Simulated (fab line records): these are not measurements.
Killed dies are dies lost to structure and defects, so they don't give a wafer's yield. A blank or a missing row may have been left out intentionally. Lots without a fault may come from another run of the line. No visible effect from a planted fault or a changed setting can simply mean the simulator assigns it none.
Which of the tools did it? ; flow sky130 ; 12 lots with 36 wafers sampled at 2 steps, on a route of 708 steps

== WHAT THE GAUGES READ, wafer by wafer ==
SKY_VIA2_BOW_MEAS_03. Usual: for VIA2_BOW the level is 87 um and the standard deviation is 7.
lot;measured;on;VIA2_BOW (um);flag
L579;day 35 22:01;filmMetro-03;81 87 83;
L580;day 36 11:19;filmMetro-03;87 92 99;
L581;day 36 15:41;filmMetro-03;94 95 92;
L582;day 37 00:04;filmMetro-01;96 92 86;
L584;day 37 19:18;filmMetro-03;90 91 98;
L587;day 38 20:27;filmMetro-01;89 88 75;
L588;day 38 21:54;filmMetro-01;86 84 86;
L589;day 39 05:37;filmMetro-01;95 90 97;
L592;day 40 04:21;filmMetro-02;87 86 80;
L593;day 40 10:26;filmMetro-02;93 88 97;
L595;day 41 01:12;filmMetro-02;96 87 92;
L600;day 42 06:41;filmMetro-02;83 86 78;

== WHAT TOOL EACH LOT RAN ON (gives the tool, then ch and the chambers of the sampled wafers, and finally the start) ==
lot;SKY_METAL2_ETCH_18
L579;rieMetal-03 ch 0,1, day 35 20:43
L580;rieMetal-04 ch 0,1, day 36 10:05
L581;rieMetal-01 ch 0,1, day 36 14:25
L582;rieMetal-03 ch 0, day 36 22:38
L584;rieMetal-01 ch 0,1, day 37 17:58
L587;rieMetal-04 ch 0,1, day 38 19:11
L588;rieMetal-03 ch 0,1, day 38 20:38
L589;rieMetal-04 ch 1, day 39 04:02
L592;rieMetal-01 ch 0,1, day 40 02:41
L593;rieMetal-01 ch 0,1, day 40 09:08
L595;rieMetal-01 ch 0,1, day 40 23:56
L600;rieMetal-01 ch 0,1, day 42 05:24
- SKY_METAL2_ETCH_18: etches BARC in N2/H2, stops on SiO2, time 45.9 s, target depth 60 nm.

== WHAT THE TOOLS THEMSELVES READ (means of the sampled wafers that have a number; where no wafer has one, the mark that the record gives instead) ==
SKY_METAL2_ETCH_18. Usual: drypumpMotorCurrentA 5.8 A, standard deviation 0.31; heBacksideLeakSccm 3.29 sccm, standard deviation 0.13; oesProductAu 0.854 a.u., standard deviation 0.0049; throttleValvePct 13.223 %, standard deviation 0.0096.
lot;tool;drypumpMotorCurrentA (A);heBacksideLeakSccm (sccm);oesProductAu (a.u.);throttleValvePct (%);flag
L579;rieMetal-03;5.5;3.40;0.851;13.225;
L580;rieMetal-04;6.1;3.28;0.858;13.221;
L581;rieMetal-01;5.8;3.35;0.854;13.219;
L582;rieMetal-03;5.4;3.27;0.856;13.225;
L584;rieMetal-01;5.7;3.29;0.853;13.226;
L587;rieMetal-04;6.1;3.20;0.857;13.223;
L588;rieMetal-03;5.5;3.31;0.855;13.217;
L589;rieMetal-04;5.8;3.29;0.852;13.230;
L592;rieMetal-01;5.6;3.35;0.859;13.220;
L593;rieMetal-01;5.6;3.16;0.851;13.236;
L595;rieMetal-01;5.8;3.38;0.855;13.223;
L600;rieMetal-01;5.6;3.18;0.853;13.232;

== THE ANSWER, worked out from the rows above alone ==
Rule: take the mean of a lot's wafers that have a number; if it is more than 3 standard deviations from the usual mean, the lot is off. Also off: a lot with no number at a reading for which 4 or more lots have one. The other lots that the step has rows for count as sound. After the gauges, taken in route order, come the tools' own readings; for these a lot's mean is taken, as printed above. At the first step where some lot is off, the reading lying furthest off is the one used; lots without a number count as furthest.
Across all readings shown, no lot is off: no conclusion can be drawn from this.

== WHAT THE SIMULATOR HAD PUT IN ==
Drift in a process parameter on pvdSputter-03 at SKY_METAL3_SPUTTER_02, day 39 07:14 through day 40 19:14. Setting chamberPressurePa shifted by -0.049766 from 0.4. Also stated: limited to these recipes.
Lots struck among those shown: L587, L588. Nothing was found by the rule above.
